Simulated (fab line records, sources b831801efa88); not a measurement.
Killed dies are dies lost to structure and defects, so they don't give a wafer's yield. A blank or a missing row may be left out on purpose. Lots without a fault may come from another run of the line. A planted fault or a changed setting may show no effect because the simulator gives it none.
Which tool did it? | flow sky130 | 15 lots, 45 wafers sampled, at 5 steps of a route of 708

WHAT THE GAUGES READ, wafer by wafer
SKY_VIA2_BOW_MEAS_03.
lot  | measured     | on            | VIA2_BOW (um)
L197 | day 36 13:52 | film_metro-02 | 91 82 100
L198 | day 36 17:57 | film_metro-03 | 85 88 85
L200 | day 37 16:13 | film_metro-04 | 84 84 93
L201 | day 37 20:59 | film_metro-02 | 78 76 85
L202 | day 37 22:56 | film_metro-03 | 93 79 85
L204 | day 38 23:37 | film_metro-03 | 96 98 85
L205 | day 39 01:23 | film_metro-03 | 87 76 75
L209 | day 40 05:56 | film_metro-04 | 77 88 80
L213 | day 41 04:34 | film_metro-04 | 116 121 114
L214 | day 41 11:56 | film_metro-03 | 122 123 139
L215 | day 41 12:45 | film_metro-03 | 111 129 115
L217 | day 42 05:13 | film_metro-04 | 86 86 83
L218 | day 42 18:08 | film_metro-02 | 80 83 79
L219 | day 42 19:14 | film_metro-03 | 89 79 80
L220 | day 43 05:29 | film_metro-04 | 88 88 95

WHICH TOOL RAN EACH LOT (tool, then ch and the chambers of the sampled wafers, then the start)
lot  | SKY_VIA1_STRIP_16                    | SKY_VIA1_SPUTTER_20          | SKY_METAL2_STRIP_20                  | SKY_VIA2_CMP_02
L197 | plasma_asher-03 ch 0,1, day 35 07:29 | pvd_sputter-03, day 35 08:05 | plasma_asher-01 ch 1, day 36 12:46   | cmp-01 ch 0,2,3, day 36 13:38
L198 | plasma_asher-04 ch 0,1, day 35 11:38 | pvd_sputter-01, day 35 12:13 | plasma_asher-01 ch 0,1, day 36 16:50 | cmp-02 ch 0,1,3, day 36 17:41
L200 | plasma_asher-04 ch 0,1, day 36 10:41 | pvd_sputter-03, day 36 11:19 | plasma_asher-02 ch 0,1, day 37 15:08 | cmp-02 ch 2,3, day 37 15:55
L201 | plasma_asher-01 ch 0,1, day 36 15:10 | pvd_sputter-03, day 36 15:46 | plasma_asher-01 ch 0,1, day 37 19:53 | cmp-01 ch 0,1,3, day 37 20:44
L202 | plasma_asher-01 ch 0,1, day 36 17:23 | pvd_sputter-01, day 36 17:59 | plasma_asher-04 ch 0,1, day 37 21:44 | cmp-01 ch 0,1,3, day 37 22:43
L204 | plasma_asher-01 ch 0,1, day 37 18:04 | pvd_sputter-03, day 37 18:40 | plasma_asher-01 ch 0,1, day 38 22:31 | cmp-01 ch 0,1,3, day 38 23:22
L205 | plasma_asher-03 ch 1, day 37 19:47   | pvd_sputter-02, day 37 20:25 | plasma_asher-01 ch 0, day 38 23:47   | cmp-02 ch 1,2,3, day 39 01:10
L209 | plasma_asher-04 ch 0,1, day 39 01:53 | pvd_sputter-03, day 39 02:31 | plasma_asher-02 ch 0,1, day 40 04:51 | cmp-02 ch 1,2,3, day 40 05:41
L213 | plasma_asher-04 ch 0,1, day 40 01:16 | pvd_sputter-01, day 40 01:53 | plasma_asher-04 ch 0,1, day 41 03:23 | cmp-02 ch 2,3, day 41 04:12
L214 | plasma_asher-03 ch 1, day 40 07:52   | pvd_sputter-01, day 40 08:28 | plasma_asher-01 ch 0,1, day 41 10:50 | cmp-02 ch 2,3, day 41 11:37
L215 | plasma_asher-01 ch 0,1, day 40 08:33 | pvd_sputter-03, day 40 09:07 | plasma_asher-04 ch 0,1, day 41 11:38 | cmp-02 ch 1,2,3, day 41 12:32
L217 | plasma_asher-03 ch 0,1, day 41 02:17 | pvd_sputter-03, day 41 02:51 | plasma_asher-04 ch 0,1, day 42 04:05 | cmp-02 ch 1,2,3, day 42 05:02
L218 | plasma_asher-03 ch 0, day 41 15:28   | pvd_sputter-03, day 41 16:04 | plasma_asher-01 ch 0, day 42 17:04   | cmp-02 ch 1,3, day 42 17:50
L219 | plasma_asher-04 ch 0,1, day 41 16:53 | pvd_sputter-03, day 41 17:34 | plasma_asher-02 ch 0,1, day 42 18:08 | cmp-02 ch 0,1,2, day 42 18:55
L220 | plasma_asher-01 ch 0,1, day 42 01:56 | pvd_sputter-02, day 42 02:32 | plasma_asher-01 ch 0,1, day 43 04:23 | cmp-01 ch 0,1,2, day 43 05:19
- SKY_VIA1_STRIP_16: strips in O2/N2.
- SKY_VIA1_SPUTTER_20: material TiN, target thk 20 nm, time 80 s.
- SKY_METAL2_STRIP_20: strips in O2/N2.
- SKY_VIA2_CMP_02: polishes SiO2.

WHAT THE TOOLS THEMSELVES READ (means of the sampled wafers that have a number; where no wafer has one, the mark that the record gives instead)
SKY_VIA1_STRIP_16.
lot  | tool            | drypump_motor_current_A (A) | oes_product_au (a.u.) | strip_time_to_endpoint_s (s)
L197 | plasma_asher-03 | 5.64                        | 0.413                 | 4.467
L198 | plasma_asher-04 | 5.96                        | 0.416                 | 4.462
L200 | plasma_asher-04 | 5.85                        | 0.412                 | 4.474
L201 | plasma_asher-01 | 5.63                        | 0.412                 | 4.456
L202 | plasma_asher-01 | 5.72                        | 0.415                 | 4.468
L204 | plasma_asher-01 | 5.69                        | 0.413                 | 4.458
L205 | plasma_asher-03 | 5.21                        | 0.409                 | 4.462
L209 | plasma_asher-04 | 5.94                        | 0.416                 | 4.488
L213 | plasma_asher-04 | 5.92                        | 0.416                 | 4.452
L214 | plasma_asher-03 | 5.19                        | 0.414                 | 4.467
L215 | plasma_asher-01 | 5.68                        | 0.418                 | 4.440
L217 | plasma_asher-03 | 5.41                        | 0.414                 | 4.434
L218 | plasma_asher-03 | 5.83                        | 0.416                 | 4.448
L219 | plasma_asher-04 | 5.84                        | 0.418                 | 4.467
L220 | plasma_asher-01 | 5.69                        | 0.412                 | 4.461

SKY_VIA1_SPUTTER_20.
lot  | tool           | throttle_valve_pct (%)
L197 | pvd_sputter-03 | 30.3
L198 | pvd_sputter-01 | 29.5
L200 | pvd_sputter-03 | 29.7
L201 | pvd_sputter-03 | 30.3
L202 | pvd_sputter-01 | 29.7
L204 | pvd_sputter-03 | 30.3
L205 | pvd_sputter-02 | 30.6
L209 | pvd_sputter-03 | 29.9
L213 | pvd_sputter-01 | 28.5
L214 | pvd_sputter-01 | 28.9
L215 | pvd_sputter-03 | 30.2
L217 | pvd_sputter-03 | 30.2
L218 | pvd_sputter-03 | 30.0
L219 | pvd_sputter-03 | 29.9
L220 | pvd_sputter-02 | 29.9

SKY_METAL2_STRIP_20.
lot  | tool            | drypump_motor_current_A (A) | oes_product_au (a.u.) | strip_time_to_endpoint_s (s)
L197 | plasma_asher-01 | 5.76                        | 0.343                 | 2.70
L198 | plasma_asher-01 | 5.68                        | 0.342                 | 2.70
L200 | plasma_asher-02 | 5.86                        | 0.340                 | 2.73
L201 | plasma_asher-01 | 5.62                        | 0.346                 | 2.69
L202 | plasma_asher-04 | 5.94                        | 0.344                 | 2.68
L204 | plasma_asher-01 | 5.62                        | 0.344                 | 2.72
L205 | plasma_asher-01 | 5.57                        | 0.345                 | 2.67
L209 | plasma_asher-02 | 5.77                        | 0.342                 | 2.71
L213 | plasma_asher-04 | 5.88                        | 0.346                 | 2.72
L214 | plasma_asher-01 | 5.68                        | 0.348                 | 2.71
L215 | plasma_asher-04 | 5.94                        | 0.346                 | 2.70
L217 | plasma_asher-04 | 5.95                        | 0.339                 | 2.69
L218 | plasma_asher-01 | 5.56                        | 0.344                 | 2.68
L219 | plasma_asher-02 | 5.81                        | 0.347                 | 2.70
L220 | plasma_asher-01 | 5.68                        | 0.348                 | 2.71

SKY_VIA2_CMP_02.
lot  | tool   | edge_zone_pressure_frac | head_pressure_psi (psi) | motor_current_A (A) | slurry_flow_ml_min
L197 | cmp-01 | 1.000                   | 3.995                   | 11.6                | 150.0
L198 | cmp-02 | 0.999                   | 3.996                   | 11.3                | 149.9
L200 | cmp-02 | 1.000                   | 3.997                   | 13.5                | 150.4
L201 | cmp-01 | 0.997                   | 4.003                   | 11.0                | 149.8
L202 | cmp-01 | 1.002                   | 4.013                   | 11.2                | 149.7
L204 | cmp-01 | 0.993                   | 4.003                   | 11.1                | 149.9
L205 | cmp-02 | 1.002                   | 3.996                   | 12.4                | 150.0
L209 | cmp-02 | 1.003                   | 3.996                   | 12.5                | 149.9
L213 | cmp-02 | -                       | -                       | -                   | -
L214 | cmp-02 | -                       | -                       | -                   | -
L215 | cmp-02 | -                       | -                       | -                   | -
L217 | cmp-02 | 1.003                   | 4.002                   | 12.4                | 149.6
L218 | cmp-02 | 1.000                   | 4.001                   | 11.7                | 149.9
L219 | cmp-02 | 0.993                   | 4.003                   | 12.7                | 150.6
L220 | cmp-01 | 1.004                   | 3.995                   | 11.2                | 150.0

THE ANSWER, worked out from the rows above alone
Rule: what is usual is taken from the lots themselves. Put in order of their means at a reading, lots are off if they are a third of the lots or fewer, leave a main group of 4 or more, and stand apart from it by a gap of 3 or more times the standard deviation of the main group's means; of several such gaps the widest counts. A main group whose means are all the same, to the digits that the tables above print for the reading, isn't used. A lot without any number at a reading at which 4 lots or more have one is off too. The other lots that the step has rows for count as sound. The gauges are gone through in route order, then the tools' own readings, and for those a lot's mean is taken as printed above. The first step at which some lot is off is used, and at that step the reading that is off furthest; a lot without a number counts as furthest.
Off: L213, L214, L215, at SKY_VIA2_BOW_MEAS_03 (VIA2_BOW). The main group: mean 85 um, standard deviation 4.4.
A tool fits if, at a process step before that reading, it ran every lot that is off, and no sound lot after the first of them. The gauges at SKY_VIA2_BOW_MEAS_03 aren't tried: what is off there is off at SKY_VIA2_CMP_02 too, on other tools, and a gauge's error can't cause that. None of those tried fits.

WHAT THE SIMULATOR HAD PUT IN
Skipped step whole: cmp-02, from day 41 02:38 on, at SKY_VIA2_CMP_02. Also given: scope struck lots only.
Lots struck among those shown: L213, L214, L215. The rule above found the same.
